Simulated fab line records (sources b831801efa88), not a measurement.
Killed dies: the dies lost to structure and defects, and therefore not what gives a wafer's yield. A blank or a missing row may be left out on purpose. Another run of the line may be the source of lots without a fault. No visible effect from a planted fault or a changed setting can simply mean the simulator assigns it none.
Which tool is to blame? + flow gf180mcu + 13 lots with 39 wafers sampled at 5 steps, on a route of 602 steps

== WHAT THE GAUGES READ, wafer by wafer ==
GF_HV_LDD_CD_MEAS_46: the cd target is 400 nm. Usual: cd nm at 398.9 nm, with a standard deviation of 2.5.
| lot  | measured     | on        | cd nm (nm)        | flag |
|------|--------------|-----------|-------------------|------|
| L975 | day 12 13:19 | cd sem-01 | 398.6 401.8 399.3 |      |
| L976 | day 12 21:32 | cd sem-01 | 398.5 397.8 396.4 |      |
| L977 | day 13 06:47 | cd sem-01 | 394.7 397.2 395.9 |      |
| L978 | day 13 14:34 | cd sem-01 | 400.0 398.5 396.4 |      |
| L981 | day 14 19:10 | cd sem-01 | 400.6 402.9 402.5 |      |
| L982 | day 15 07:54 | cd sem-02 | 401.8 400.6 401.4 |      |
| L985 | day 16 13:59 | cd sem-02 | 399.7 399.7 401.0 |      |
| L992 | day 18 13:26 | cd sem-01 | 394.5 395.3 395.4 |      |
| L993 | day 18 15:47 | cd sem-02 | 395.8 397.7 399.1 |      |
| L994 | day 19 09:01 | cd sem-01 | 399.2 399.2 401.4 |      |
| L995 | day 19 10:37 | cd sem-02 | 400.6 402.1 401.9 |      |
| L996 | day 19 16:54 | cd sem-02 | 400.3 398.2 399.4 |      |
| L997 | day 20 03:00 | cd sem-02 | 397.5 395.5 398.0 |      |

GF_HV_LDD_TW_MEAS_50. Usual: HV_LDD_4_TW gives 572 (standard deviation 7.4).
| lot  | measured     | on            | HV_LDD_4_TW | flag |
|------|--------------|---------------|-------------|------|
| L975 | day 12 13:43 | film metro-03 | 577 578 578 |      |
| L976 | day 12 21:56 | film metro-01 | 564 558 561 |      |
| L977 | day 13 07:11 | film metro-03 | 582 582 581 |      |
| L978 | day 13 14:58 | film metro-03 | 579 577 579 |      |
| L981 | day 14 19:34 | film metro-04 | 563 564 567 |      |
| L982 | day 15 08:18 | film metro-01 | 507 507 504 | OFF  |
| L985 | day 16 14:23 | film metro-04 | 507 512 508 | OFF  |
| L992 | day 18 13:50 | film metro-03 | 574 578 579 |      |
| L993 | day 18 16:11 | film metro-01 | 563 567 563 |      |
| L994 | day 19 09:25 | film metro-03 | 577 577 576 |      |
| L995 | day 19 11:01 | film metro-03 | 577 576 578 |      |
| L996 | day 19 17:18 | film metro-01 | 567 563 565 |      |
| L997 | day 20 03:24 | film metro-03 | 577 582 578 |      |

== EACH LOT AND THE TOOL THAT RAN IT (in order: tool; ch and the chambers of the sampled wafers; start) ==
| lot  | GF_HV_LDD_STRIP_10                   | GF_HV_LDD_STRIP_22                   | GF_HV_LDD_IMPLANT_48            |
|------|--------------------------------------|--------------------------------------|---------------------------------|
| L975 | plasma asher-02 ch 0,1, day 10 04:58 | plasma asher-02 ch 0,1, day 10 23:55 | implanter-03 ch 0, day 12 13:29 |
| L976 | plasma asher-02 ch 0,1, day 10 13:26 | plasma asher-02 ch 0,1, day 11 06:59 | implanter-04 ch 0, day 12 21:42 |
| L977 | plasma asher-01 ch 0,1, day 10 21:20 | plasma asher-04 ch 0,1, day 11 16:01 | implanter-02 ch 0, day 13 06:58 |
| L978 | plasma asher-04 ch 0,1, day 11 04:44 | plasma asher-04 ch 0,1, day 11 23:55 | implanter-04 ch 0, day 13 14:43 |
| L981 | plasma asher-01 ch 0,1, day 12 06:53 | plasma asher-02 ch 0,1, day 13 02:32 | implanter-04 ch 0, day 14 19:19 |
| L982 | plasma asher-04 ch 0,1, day 12 18:25 | plasma asher-04 ch 0,1, day 13 13:53 | implanter-02 ch 0, day 15 08:04 |
| L985 | plasma asher-02 ch 0,1, day 13 22:50 | plasma asher-01 ch 0,1, day 14 19:47 | implanter-02 ch 0, day 16 14:08 |
| L992 | plasma asher-01 ch 0,1, day 15 16:25 | plasma asher-02 ch 1, day 16 13:59   | implanter-04 ch 0, day 18 13:35 |
| L993 | plasma asher-01 ch 0,1, day 15 19:49 | plasma asher-01 ch 0,1, day 16 17:44 | implanter-04 ch 0, day 18 15:56 |
| L994 | plasma asher-01 ch 0, day 16 10:56   | plasma asher-01 ch 0,1, day 17 09:35 | implanter-03 ch 0, day 19 09:10 |
| L995 | plasma asher-04 ch 0,1, day 16 11:50 | plasma asher-02 ch 0,1, day 17 10:08 | implanter-02 ch 0, day 19 10:46 |
| L996 | plasma asher-02 ch 0,1, day 16 18:44 | plasma asher-04 ch 0, day 17 17:44   | implanter-02 ch 0, day 19 17:04 |
| L997 | plasma asher-02 ch 1, day 17 02:56   | plasma asher-02 ch 0,1, day 18 02:44 | implanter-03 ch 0, day 20 03:10 |
- GF_HV_LDD_STRIP_10: strips in O2/N2.
- GF_HV_LDD_STRIP_22: strips in O2/N2.
- GF_HV_LDD_IMPLANT_48

== AS READ BY THE TOOLS THEMSELVES (means over the sampled wafers that have a number; for cases with no such wafer, the mark the record gives instead) ==
GF_HV_LDD_STRIP_10. Usual: drypump motor current A 5.6 A, standard deviation 0.33; heater power w 338 W, standard deviation 42; oes product au 0.716 a.u., standard deviation 0.0043; strip time to endpoint s 12.64 s, standard deviation 0.038.
| lot  | tool            | drypump motor current A (A) | heater power w (W) | oes product au (a.u.) | strip time to endpoint s (s) | flag |
|------|-----------------|-----------------------------|--------------------|-----------------------|------------------------------|------|
| L975 | plasma asher-02 | 5.5                         | 401                | 0.713                 | 12.67                        |      |
| L976 | plasma asher-02 | 5.6                         | 408                | 0.716                 | 12.69                        |      |
| L977 | plasma asher-01 | 5.8                         | 326                | 0.718                 | 12.59                        |      |
| L978 | plasma asher-04 | 5.3                         | 306                | 0.713                 | 12.67                        |      |
| L981 | plasma asher-01 | 5.7                         | 318                | 0.720                 | 12.64                        |      |
| L982 | plasma asher-04 | 5.6                         | 314                | 0.716                 | 12.66                        |      |
| L985 | plasma asher-02 | 5.5                         | 399                | 0.714                 | 12.60                        |      |
| L992 | plasma asher-01 | 5.7                         | 314                | 0.714                 | 12.66                        |      |
| L993 | plasma asher-01 | 5.8                         | 320                | 0.719                 | 12.59                        |      |
| L994 | plasma asher-01 | 5.9                         | 330                | 0.712                 | 12.63                        |      |
| L995 | plasma asher-04 | 5.3                         | 304                | 0.713                 | 12.69                        |      |
| L996 | plasma asher-02 | 5.5                         | 404                | 0.717                 | 12.61                        |      |
| L997 | plasma asher-02 | 5.6                         | 411                | 0.717                 | 12.56                        |      |

GF_HV_LDD_STRIP_22. Usual: drypump motor current A 5.5 A, standard deviation 0.33; heater power w 352 W, standard deviation 49; oes product au 0.716 a.u., standard deviation 0.0046; strip time to endpoint s 12.64 s, standard deviation 0.045.
| lot  | tool            | drypump motor current A (A) | heater power w (W) | oes product au (a.u.) | strip time to endpoint s (s) | flag |
|------|-----------------|-----------------------------|--------------------|-----------------------|------------------------------|------|
| L975 | plasma asher-02 | 5.5                         | 403                | 0.715                 | 12.60                        |      |
| L976 | plasma asher-02 | 5.5                         | 411                | 0.717                 | 12.64                        |      |
| L977 | plasma asher-04 | 5.3                         | 312                | 0.713                 | 12.67                        |      |
| L978 | plasma asher-04 | 5.6                         | 308                | 0.716                 | 12.69                        |      |
| L981 | plasma asher-02 | 5.6                         | 416                | 0.713                 | 12.67                        |      |
| L982 | plasma asher-04 | 5.3                         | 304                | 0.712                 | 12.69                        |      |
| L985 | plasma asher-01 | 5.8                         | 325                | 0.713                 | 12.67                        |      |
| L992 | plasma asher-02 | 5.6                         | 416                | 0.720                 | 12.57                        |      |
| L993 | plasma asher-01 | 5.7                         | 314                | 0.711                 | 12.61                        |      |
| L994 | plasma asher-01 | 5.8                         | 325                | 0.717                 | 12.61                        |      |
| L995 | plasma asher-02 | 5.5                         | 400                | 0.713                 | 12.66                        |      |
| L996 | plasma asher-04 | 5.9                         | 313                | 0.721                 | 12.64                        |      |
| L997 | plasma asher-02 | 5.6                         | 417                | 0.710                 | 12.57                        |      |

GF_HV_LDD_IMPLANT_48. Usual: end station pressure torr 5.14e-06 Torr, standard deviation 2.9e-07; tilt deg 7.000 degrees, standard deviation 0.022.
| lot  | tool         | end station pressure torr (Torr) | tilt deg (degrees) | flag |
|------|--------------|----------------------------------|--------------------|------|
| L975 | implanter-03 | 5.21e-06                         | 7.044              |      |
| L976 | implanter-04 | 5.14e-06                         | 6.979              |      |
| L977 | implanter-02 | 4.92e-06                         | 7.008              |      |
| L978 | implanter-04 | 5.33e-06                         | 6.981              |      |
| L981 | implanter-04 | 5.02e-06                         | 7.004              |      |
| L982 | implanter-02 | 5.06e-06                         | -0.026             | OFF  |
| L985 | implanter-02 | 5.21e-06                         | 0.009              | OFF  |
| L992 | implanter-04 | 5.45e-06                         | 6.993              |      |
| L993 | implanter-04 | 5.12e-06                         | 7.009              |      |
| L994 | implanter-03 | 5.44e-06                         | 7.013              |      |
| L995 | implanter-02 | 4.90e-06                         | 6.998              |      |
| L996 | implanter-02 | 5.07e-06                         | 7.021              |      |
| L997 | implanter-03 | 5.19e-06                         | 7.021              |      |

== THE ANSWER, worked out from the rows above alone ==
Rule: a lot is off if the mean of its wafers that have a number lies more than 3 standard deviations from the usual mean. Also off: a lot with no number at a reading for which 4 or more lots have one. Where the step has rows for the other lots, those lots are counted as sound. After the gauges, taken in route order, come the tools' own readings; for these a lot's mean is taken, as printed above. At the first step where some lot is off, the reading lying furthest off is the one used; lots without a number count as furthest.
Off: L982, L985, at GF_HV_LDD_TW_MEAS_50 (HV_LDD_4_TW).
If a tool, at a process step before that reading, ran all the lots that are off and no sound lot after the first of them, it fits. Not tried: the gauges at GF_HV_LDD_TW_MEAS_50; whatever is off there is also off at GF_HV_LDD_IMPLANT_48, on other tools, and gauge error can't account for it. Not one of the candidates tried fits.

== WHAT THE SIMULATOR HAD PUT IN ==
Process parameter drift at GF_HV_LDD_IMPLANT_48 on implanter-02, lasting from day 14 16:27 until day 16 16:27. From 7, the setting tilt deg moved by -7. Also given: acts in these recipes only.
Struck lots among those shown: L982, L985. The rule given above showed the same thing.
